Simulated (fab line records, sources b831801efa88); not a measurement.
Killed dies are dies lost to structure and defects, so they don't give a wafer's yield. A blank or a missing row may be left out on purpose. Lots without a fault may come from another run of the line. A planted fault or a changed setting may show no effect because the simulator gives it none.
fab line records | flow gf180mcu
record lots=24 wafers=72 last_day=34
route steps=602 shown V3@434 V4@497 V5@541
lots that met no fault: from a run of the same line without faults
start_h: hours from the record's first day to the start of the lot's first wafer shown | wait_h: hours since the lot's step before | " the same as in the row above | L1.1+2: a row that stands for several wafers | - no value, or no start given | * or withheld: withheld | < > ~ a bound
route shown NAME@n: a module of which the file shows steps, and the number in the route of the first | usual: mean/standard deviation of fault-free wafers | same: alike in all rows | chamber/n: place in a boat | sites: the reading at each site | _std_site: their standard deviation | _edge_site: outer sites' mean less inner sites' | radius_mm: how far each site lies from the wafer's centre | mask NAME#n: copy n | behind: the tool/chamber that last shaped the wafer | hold: why the lot was held/for how many hours/how that ended | device: the transistor (n, p or np) that didn't switch | end of line: the same wafers' tests at the end of the route | a step without rows: its recipe alone | killed: dies lost to structure and defects at the first sort, not the wafer's yield | map: a wafer's dies, x killed, . not, _ none there
set.NAME: the setting as run; set.NAME@STEP: as run at that earlier step | model.NAME: the simulator's own value behind a step, which no gauge read
steps of the route over a sample of lots; a table a step, a row a wafer
services: from which hour (start_h, from the record's first day; less than 0 if before it) a tool's chamber was out of use, for how many hours, and why
## steps
# step GF_V3_BOW_MEAS_05
# recipe mode=bow
# usual V3_BOW=117/7.9
# columns lot.wafer tool chamber start_h wait_h V3_BOW[um]
L074.1 film_metro-03 - 488.98 0.2 128
L074.3 " - " " 121
L074.5 " - " " 118
L075.2 film_metro-02 - 497.78 0.3 112
L075.4 " - " " 127
L075.5 " - " " 125
L076.3 film_metro-04 - 509.93 0.3 119
L076.5 " - " " 117
L076.6 " - " " 97
L077.1 film_metro-04 - 512.15 0.1 113
L077.3 " - " " 118
L077.5 " - " " 101
L078.2 film_metro-02 - 529.32 0.1 106
L078.3 " - " " 117
L078.6 " - " " 114
L079.3 film_metro-04 - 536.07 0.1 100
L079.5 " - " " 99
L079.6 " - " " 113
L080.2 film_metro-03 - 545.30 0.2 128
L080.4 " - " " 119
L080.5 " - " " 114
L081.1 film_metro-04 - 549.31 0.1 121
L081.2 " - " " 113
L081.4 " - " " 125
L082.2 film_metro-04 - 560.43 0.3 123
L082.5 " - " " 130
L082.6 " - " " 132
L083.3 film_metro-03 - 569.44 0.1 121
L083.4 " - " " 126
L083.6 " - " " 132
L084.2 film_metro-04 - 578.28 0.3 111
L084.5 " - " " 119
L084.6 " - " " 125
L085.2 film_metro-04 - 588.51 0.3 111
L085.3 " - " " 105
L085.6 " - " " 110
L086.1 film_metro-02 - 596.74 0.1 119
L086.2 " - " " 129
L086.5 " - " " 120
L087.1 film_metro-02 - 602.86 0.1 127
L087.4 " - " " 114
L087.5 " - " " 112
L088.1 film_metro-03 - 607.51 0.1 107
L088.4 " - " " 129
L088.5 " - " " 113
L089.1 film_metro-03 - 618.19 0.1 123
L089.2 " - " " 113
L089.5 " - " " 114
L090.2 film_metro-02 - 624.36 0.2 118
L090.3 " - " " 117
L090.6 " - " " 119
L091.2 film_metro-02 - 627.72 0.2 115
L091.4 " - " " 114
L091.5 " - " " 114
L092.1 film_metro-03 - 634.05 0.2 110
L092.2 " - " " 113
L092.3 " - " " 105
L093.1 film_metro-02 - 642.68 0.1 108
L093.3 " - " " 125
L093.6 " - " " 111
L094.2 film_metro-02 - 649.63 0.3 127
L094.4 " - " " 131
L094.5 " - " " 123
L095.2 film_metro-02 - 654.10 0.2 114
L095.3 " - " " 102
L095.4 " - " " 102
L096.2 film_metro-03 - 663.16 0.2 118
L096.3 " - " " 128
L096.4 " - " " 124
L097.4 film_metro-04 - 666.32 0.2 133
L097.5 " - " " 123
L097.6 " - " " 115
# step GF_V3_STRIP_18
# recipe chemistry=O2/N2 power_w=1400 pressure_mtorr=1500 platen_temp_c=250 o2_flow_sccm=3000 n2_flow_sccm=300 overash_fraction=0.5
# usual drypump_motor_current_A=5.7/0.36 heater_power_w=352/15 o2_flow_sccm=3000/9 oes_product_au=0.593/0.0052
# columns lot.wafer tool chamber start_h wait_h drypump_motor_current_A heater_power_w o2_flow_sccm oes_product_au rf_hours_counter_h
L074.1 plasma_asher-02 1 512.82 - 6.1 341 3003 0.595 74
L074.3 " 1 " " 6.1 332 3000 0.592 -
L074.5 " 1 " " 6.1 339 2993 0.592 -
L075.2 plasma_asher-03 1 521.44 - 6.1 365 2987 0.595 93
L075.4 " 1 " " 6.1 364 2990 0.588 -
L075.5 " 1 " " 6.1 360 2991 0.597 -
L076.3 plasma_asher-01 0 532.90 - 5.1 354 3013 0.597 -
L076.5 " 0 " " 5.1 352 2995 0.595 -
L076.6 " 1 " " 5.7 337 2988 0.587 -
L077.1 plasma_asher-02 1 535.77 - 6.0 343 2997 0.590 76
L077.3 " 0 " " 5.4 364 2996 0.595 -
L077.5 " 0 " " 5.4 367 2997 0.592 -
L078.2 plasma_asher-03 0 552.57 - 5.6 367 2998 0.596 96
L078.3 " 1 " " 6.1 356 2987 0.594 -
L078.6 " 0 " " 5.6 363 2997 0.588 -
L079.3 plasma_asher-01 0 558.70 - 5.1 356 2985 0.589 -
L079.5 " 0 " " 5.1 352 2990 0.594 -
L079.6 " 1 " " 5.7 324 3004 0.600 -
L080.2 plasma_asher-01 0 567.60 - 5.1 345 3008 0.592 14
L080.4 " 1 " " 5.7 336 3012 0.588 -
L080.5 " 1 " " 5.7 328 3013 0.595 -
L081.1 plasma_asher-01 0 571.67 - 5.1 351 2993 0.592 14
L081.2 " 1 " " 5.7 333 2997 0.600 14
L081.4 " 0 " " 5.1 349 2995 0.590 -
L082.2 plasma_asher-02 0 582.29 - 5.4 361 3010 0.596 82
L082.5 " 1 " " 6.1 339 3009 0.590 -
L082.6 " 0 " " 5.4 360 3005 0.593 -
L083.3 plasma_asher-02 0 591.30 - 5.4 361 3014 0.606 -
L083.4 " 1 " " 6.1 331 2998 0.599 -
L083.6 " 1 " " 6.1 338 3002 0.598 -
L084.2 plasma_asher-02 1 599.74 - 6.1 338 2994 0.595 84
L084.5 " 0 " " 5.4 368 3002 0.590 -
L084.6 " 1 " " 6.1 337 2998 0.579 -
L085.2 plasma_asher-01 0 609.50 - 5.1 350 3001 0.589 18
L085.3 " 0 " " 5.1 352 3002 0.590 -
L085.6 " 0 " " 5.0 351 2997 0.599 -
L086.1 plasma_asher-02 0 617.40 - 5.4 360 2993 0.581 86
L086.2 " 1 " " 6.1 331 3016 0.585 86
L086.5 " 1 " " 6.1 327 3005 0.588 -
L087.1 plasma_asher-02 1 623.37 - 6.1 335 3011 0.590 86
L087.4 " 1 " " 6.1 340 2994 0.590 -
L087.5 " 1 " " 6.0 335 3006 0.597 -
L088.1 plasma_asher-01 1 628.14 - 5.7 331 3015 0.598 20
L088.4 " 0 " " 5.1 355 3021 0.590 -
L088.5 " 0 " " 5.0 350 3013 0.587 -
L089.1 plasma_asher-03 1 638.32 - 6.1 363 3007 0.597 105
L089.2 " 0 " " 5.5 373 3000 0.597 105
L089.5 " 0 " " 5.5 359 3002 0.590 -
L090.2 plasma_asher-03 0 644.23 - 5.6 377 2997 0.596 106
L090.3 " 1 " " 6.1 357 2996 0.583 -
L090.6 " 0 " " 5.6 365 3007 0.590 -
L091.2 plasma_asher-02 1 648.05 - 6.1 343 3006 0.602 89
L091.4 " 0 " " 5.4 363 2989 0.586 -
L091.5 " 1 " " 6.1 335 2993 0.593 -
L092.1 plasma_asher-03 1 654.24 - 6.1 359 3012 0.590 106
L092.2 " 0 " " 5.6 371 2989 0.594 106
L092.3 " 1 " " 6.1 364 3007 0.595 -
L093.1 plasma_asher-03 0 662.29 - 5.6 358 2991 0.591 107
L093.3 " 1 " " 6.1 356 2991 0.592 -
L093.6 " 0 " " 5.6 360 2998 0.581 -
L094.2 plasma_asher-02 0 669.52 - 5.4 364 2999 0.601 91
L094.4 " 1 " " 6.0 330 3000 0.592 -
L094.5 " 0 " " 5.4 368 3001 0.600 -
L095.2 plasma_asher-01 0 673.89 - 5.1 342 2989 0.591 25
L095.3 " 0 " " 5.1 360 2999 0.590 -
L095.4 " 1 " " 5.7 333 2988 0.585 -
L096.2 plasma_asher-03 1 682.50 - 6.1 366 2987 0.589 109
L096.3 " 1 " " 6.1 353 2994 0.596 -
L096.4 " 0 " " 5.5 374 2991 0.596 -
L097.4 plasma_asher-03 1 685.75 - 6.1 353 2992 0.582 -
L097.5 " 0 " " 5.5 378 3002 0.588 -
L097.6 " 1 " " 6.1 361 3003 0.587 -
# step GF_V3_THK_MEAS_25
# recipe thk_meas_gauge=xrf reads=W_of_V3_CVD_23
# usual V3_W_THK=351/5.6
# columns lot.wafer tool chamber start_h wait_h V3_W_THK[nm]
L074.1 film_metro-03 - 513.69 0.1 343
L074.3 " - " " 359
L074.5 " - " " 349
L075.2 film_metro-03 - 522.32 0.1 348
L075.4 " - " " 362
L075.5 " - " " 350
L076.3 film_metro-02 - 533.76 0.1 344
L076.5 " - " " 342
L076.6 " - " " 351
L077.1 film_metro-04 - 536.64 0.1 346
L077.3 " - " " 345
L077.5 " - " " 344
L078.2 film_metro-04 - 553.48 0.1 350
L078.3 " - " " 345
L078.6 " - " " 342
L079.3 film_metro-02 - 559.57 0.1 358
L079.5 " - " " 355
L079.6 " - " " 353
L080.2 film_metro-02 - 568.51 0.1 358
L080.4 " - " " 355
L080.5 " - " " 355
L081.1 film_metro-03 - 572.58 0.1 350
L081.2 " - " " 353
L081.4 " - " " 354
L082.2 film_metro-04 - 583.19 0.1 341
L082.5 " - " " 347
L082.6 " - " " 341
L083.3 film_metro-03 - 592.15 0.1 360
L083.4 " - " " 357
L083.6 " - " " 363
L084.2 film_metro-03 - 600.61 0.1 356
L084.5 " - " " 361
L084.6 " - " " 358
L085.2 film_metro-02 - 610.41 0.1 357
L085.3 " - " " 348
L085.6 " - " " 353
L086.1 film_metro-02 - 618.27 0.1 356
L086.2 " - " " 353
L086.5 " - " " 356
L087.1 film_metro-03 - 624.27 0.1 346
L087.4 " - " " 356
L087.5 " - " " 346
L088.1 film_metro-02 - 629.04 0.1 347
L088.4 " - " " 353
L088.5 " - " " 349
L089.1 film_metro-04 - 639.18 0.1 347
L089.2 " - " " 349
L089.5 " - " " 347
L090.2 film_metro-04 - 645.10 0.1 341
L090.3 " - " " 348
L090.6 " - " " 352
L091.2 film_metro-03 - 648.96 0.1 351
L091.4 " - " " 361
L091.5 " - " " 353
L092.1 film_metro-04 - 655.10 0.1 349
L092.2 " - " " 349
L092.3 " - " " 347
L093.1 film_metro-02 - 663.17 0.1 344
L093.3 " - " " 350
L093.6 " - " " 343
L094.2 film_metro-04 - 670.51 0.1 344
L094.4 " - " " 348
L094.5 " - " " 346
L095.2 film_metro-04 - 674.77 0.1 350
L095.3 " - " " 351
L095.4 " - " " 348
L096.2 film_metro-04 - 683.47 0.1 350
L096.3 " - " " 346
L096.4 " - " " 356
L097.4 film_metro-02 - 686.62 0.1 351
L097.5 " - " " 357
L097.6 " - " " 342
# step GF_V4_SPUTTER_21
# recipe material=Ti target_thk_nm=15 chamber_pressure_pa=5 power_w=2500 substrate_temp_c=200 time_s=80.02
# usual cathode_dc_power_W=2500.0/0.47 throttle_valve_pct=29.7/1.3
# columns lot.wafer tool chamber start_h wait_h cathode_dc_power_W throttle_valve_pct
L074.1 pvd_sputter-01 - 561.70 0.0 2500.3 30.7
L074.3 " - " " 2500.3 27.5
L074.5 " - " " 2501.1 27.6
L075.2 pvd_sputter-01 - 569.63 0.0 2499.7 27.3
L075.4 " - " " 2499.6 31.3
L075.5 " - " " 2500.8 28.4
L076.3 pvd_sputter-02 - 580.82 0.0 2500.7 30.0
L076.5 " - " " 2498.9 29.6
L076.6 " - " " 2499.3 30.5
L077.1 pvd_sputter-02 - 583.30 0.0 2499.7 30.0
L077.3 " - " " 2499.9 30.3
L077.5 " - " " 2500.2 29.9
L078.2 pvd_sputter-04 - 599.51 0.0 2499.7 30.5
L078.3 " - " " 2500.3 29.6
L078.6 " - " " 2500.1 30.4
L079.3 pvd_sputter-01 - 604.95 0.0 2500.0 30.5
L079.5 " - " " 2500.9 28.4
L079.6 " - " " 2500.7 31.2
L080.2 pvd_sputter-01 - 613.66 0.0 2500.1 27.5
L080.4 " - " " 2499.5 28.5
L080.5 " - " " 2499.6 31.5
L081.1 pvd_sputter-02 - 617.56 0.0 2499.2 30.0
L081.2 " - " " 2499.6 30.5
L081.4 " - " " 2500.3 30.3
L082.2 pvd_sputter-01 - 627.04 0.0 2500.9 27.5
L082.5 " - " " 2499.8 27.3
L082.6 " - " " 2500.0 30.7
L083.3 pvd_sputter-04 - 636.09 0.0 2499.8 30.5
L083.4 " - " " 2500.4 31.0
L083.6 " - " " 2499.8 30.3
L084.2 pvd_sputter-02 - 644.35 0.0 2499.6 29.9
L084.5 " - " " 2500.6 30.4
L084.6 " - " " 2500.4 30.1
L085.2 pvd_sputter-04 - 652.57 0.0 2499.6 30.9
L085.3 " - " " 2499.5 29.6
L085.6 " - " " 2499.7 30.5
L086.1 pvd_sputter-04 - 660.81 0.0 2499.8 29.8
L086.2 " - " " 2500.6 30.6
L086.5 " - " " 2499.9 30.6
L087.1 pvd_sputter-01 - 666.28 0.0 2499.1 28.8
L087.4 " - " " 2499.4 27.2
L087.5 " - " " 2499.6 27.6
L088.1 pvd_sputter-04 - 671.55 0.0 2500.5 29.7
L088.4 " - " " 2501.3 27.0
L088.5 " - " " 2500.0 30.6
L089.1 pvd_sputter-01 - 681.05 0.0 2500.3 28.5
L089.2 " - " " 2500.3 31.2
L089.5 " - " " 2499.9 31.0
L090.2 pvd_sputter-04 - 687.17 0.0 2500.7 27.2
L090.3 " - " " 2499.3 30.6
L090.6 " - " " 2499.9 30.5
L091.2 pvd_sputter-04 - 690.08 0.0 2499.7 27.2
L091.4 " - " " 2499.3 29.6
L091.5 " - " " 2499.7 30.6
L092.1 pvd_sputter-04 - 697.06 0.0 2499.6 30.4
L092.2 " - " " 2499.5 30.8
L092.3 " - " " 2500.6 27.1
L093.1 pvd_sputter-01 - 702.12 0.0 2499.5 28.7
L093.3 " - " " 2500.4 31.1
L093.6 " - " " 2499.8 31.2
L094.2 pvd_sputter-04 - 710.20 0.0 2500.2 30.3
L094.4 " - " " 2499.7 30.7
L094.5 " - " " 2500.2 29.7
L095.2 pvd_sputter-01 - 714.59 0.0 2499.2 31.1
L095.3 " - " " 2500.0 28.8
L095.4 " - " " 2499.9 27.5
L096.2 pvd_sputter-04 - 722.07 0.0 2499.9 27.3
L096.3 " - " " 2500.1 30.4
L096.4 " - " " 2500.1 29.9
L097.4 pvd_sputter-02 - 726.39 0.0 2500.0 30.3
L097.5 " - " " 2499.4 29.8
L097.6 " - " " 2500.3 30.4
# step GF_V5_THK_MEAS_01
# recipe reads=SiO2_of_V5_CVD_00
# usual V5_CVD_00_THK=300.8/2.8
# columns lot.wafer tool chamber start_h wait_h V5_CVD_00_THK[nm]
L074.1 film_metro-03 - 606.40 0.0 294.9
L074.3 " - " " 298.9
L074.5 " - " " 298.9
L075.2 film_metro-02 - 614.77 0.0 298.1
L075.4 " - " " 297.5
L075.5 " - " " 303.6
L076.3 film_metro-03 - 624.50 0.0 298.4
L076.5 " - " " 299.5
L076.6 " - " " 303.3
L077.1 film_metro-02 - 626.69 0.0 298.8
L077.3 " - " " 299.7
L077.5 " - " " 298.4
L078.2 film_metro-02 - 643.10 0.0 305.2
L078.3 " - " " 302.6
L078.6 " - " " 302.4
L079.3 film_metro-04 - 647.45 0.0 299.8
L079.5 " - " " 302.0
L079.6 " - " " 296.7
L080.2 film_metro-04 - 655.62 0.0 299.6
L080.4 " - " " 297.2
L080.5 " - " " 295.5
L081.1 film_metro-04 - 658.95 0.0 296.4
L081.2 " - " " 300.3
L081.4 " - " " 297.6
L082.2 film_metro-02 - 668.84 0.0 304.9
L082.5 " - " " 301.3
L082.6 " - " " 298.4
L083.3 film_metro-04 - 676.54 0.0 300.5
L083.4 " - " " 303.2
L083.6 " - " " 299.1
L084.2 film_metro-04 - 685.14 0.0 299.7
L084.5 " - " " 299.5
L084.6 " - " " 299.5
L085.2 film_metro-02 - 692.89 0.0 301.9
L085.3 " - " " 304.2
L085.6 " - " " 303.3
L086.1 film_metro-04 - 700.34 0.0 303.3
L086.2 " - " " 305.4
L086.5 " - " " 307.0
L087.1 film_metro-04 - 706.55 0.0 298.4
L087.4 " - " " 299.1
L087.5 " - " " 302.6
L088.1 film_metro-02 - 711.89 0.0 302.1
L088.4 " - " " 303.0
L088.5 " - " " 305.7
L089.1 film_metro-04 - 720.55 0.0 303.0
L089.2 " - " " 301.9
L089.5 " - " " 303.2
L090.2 film_metro-03 - 726.18 0.1 301.4
L090.3 " - " " 303.5
L090.6 " - " " 301.5
L091.2 film_metro-02 - 729.30 0.0 294.1
L091.4 " - " " 297.9
L091.5 " - " " 299.1
L092.1 film_metro-04 - 736.17 0.0 296.5
L092.2 " - " " 301.9
L092.3 " - " " 299.3
L093.1 film_metro-04 - 739.86 0.0 300.6
L093.3 " - " " 306.9
L093.6 " - " " 300.4
L094.2 film_metro-03 - 746.83 0.0 298.1
L094.4 " - " " 301.2
L094.5 " - " " 298.1
L095.2 film_metro-03 - 750.91 0.0 301.4
L095.3 " - " " 302.1
L095.4 " - " " 302.3
L096.2 film_metro-02 - 758.55 0.0 299.1
L096.3 " - " " 304.1
L096.4 " - " " 301.4
L097.4 film_metro-03 - 762.60 0.0 303.0
L097.5 " - " " 305.8
L097.6 " - " " 303.1
# step GF_V5_THK_MEAS_03
# recipe reads=SiO2_of_V5_CVD_02
# usual V5_CVD_02_THK=1455/23
# columns lot.wafer tool chamber start_h wait_h V5_CVD_02_THK[nm]
L074.1 film_metro-03 - 606.57 0.1 1418
L074.3 " - " " 1442
L074.5 " - " " 1456
L075.2 film_metro-03 - 614.94 0.1 1454
L075.4 " - " " 1466
L075.5 " - " " 1477
L076.3 film_metro-03 - 624.72 0.1 1464
L076.5 " - " " 1462
L076.6 " - " " 1447
L077.1 film_metro-02 - 626.86 0.1 1414
L077.3 " - " " 1429
L077.5 " - " " 1429
L078.2 film_metro-03 - 643.26 0.1 1432
L078.3 " - " " 1423
L078.6 " - " " 1441
L079.3 film_metro-02 - 647.62 0.1 1463
L079.5 " - " " 1459
L079.6 " - " " 1476
L080.2 film_metro-02 - 655.78 0.1 1404
L080.4 " - " " 1447
L080.5 " - " " 1458
L081.1 film_metro-02 - 659.12 0.1 1448
L081.2 " - " " 1449
L081.4 " - " " 1469
L082.2 film_metro-04 - 669.01 0.1 1444
L082.5 " - " " 1467
L082.6 " - " " 1438
L083.3 film_metro-02 - 676.70 0.1 1427
L083.4 " - " " 1455
L083.6 " - " " 1433
L084.2 film_metro-03 - 685.31 0.1 1473
L084.5 " - " " 1499
L084.6 " - " " 1460
L085.2 film_metro-03 - 693.06 0.1 1420
L085.3 " - " " 1438
L085.6 " - " " 1463
L086.1 film_metro-03 - 700.50 0.1 1481
L086.2 " - " " 1461
L086.5 " - " " 1491
L087.1 film_metro-04 - 706.77 0.1 1478
L087.4 " - " " 1472
L087.5 " - " " 1497
L088.1 film_metro-03 - 712.11 0.1 1423
L088.4 " - " " 1470
L088.5 " - " " 1447
L089.1 film_metro-04 - 720.72 0.1 1475
L089.2 " - " " 1430
L089.5 " - " " 1496
L090.2 film_metro-04 - 726.35 0.1 1504
L090.3 " - " " 1472
L090.6 " - " " 1503
L091.2 film_metro-03 - 729.47 0.1 1422
L091.4 " - " " 1449
L091.5 " - " " 1457
L092.1 film_metro-03 - 736.34 0.1 1437
L092.2 " - " " 1432
L092.3 " - " " 1417
L093.1 film_metro-04 - 740.03 0.1 1432
L093.3 " - " " 1438
L093.6 " - " " 1461
L094.2 film_metro-04 - 747.00 0.1 1435
L094.4 " - " " 1458
L094.5 " - " " 1498
L095.2 film_metro-04 - 751.13 0.1 1428
L095.3 " - " " 1450
L095.4 " - " " 1453
L096.2 film_metro-04 - 758.71 0.1 1446
L096.3 " - " " 1416
L096.4 " - " " 1457
L097.4 film_metro-03 - 762.77 0.0 1468
L097.5 " - " " 1445
L097.6 " - " " 1478
## services
# columns tool chamber start_h hours kind
plasma_asher-02 - 518.51 1.8 repair
pvd_sputter-02 - 532.31 4.7 repair
plasma_asher-02 - 570.00 2.0 repair
plasma_asher-03 - 584.77 1.7 repair
pvd_sputter-01 - 606.81 4.5 repair
pvd_sputter-02 3 610.98 - consumable_replace:kit
pvd_sputter-02 3 610.98 18.0 scheduled_down
pvd_sputter-02 3 610.98 18.0 vent_cycle
pvd_sputter-02 - 626.89 1.2 repair
pvd_sputter-01 - 631.56 5.4 repair
pvd_sputter-04 - 643.78 1.3 repair
pvd_sputter-02 2 710.37 - consumable_replace:kit
pvd_sputter-02 2 710.37 18.0 scheduled_down
pvd_sputter-02 2 710.37 18.0 vent_cycle
plasma_asher-02 - 717.63 2.2 repair
## key
fault none
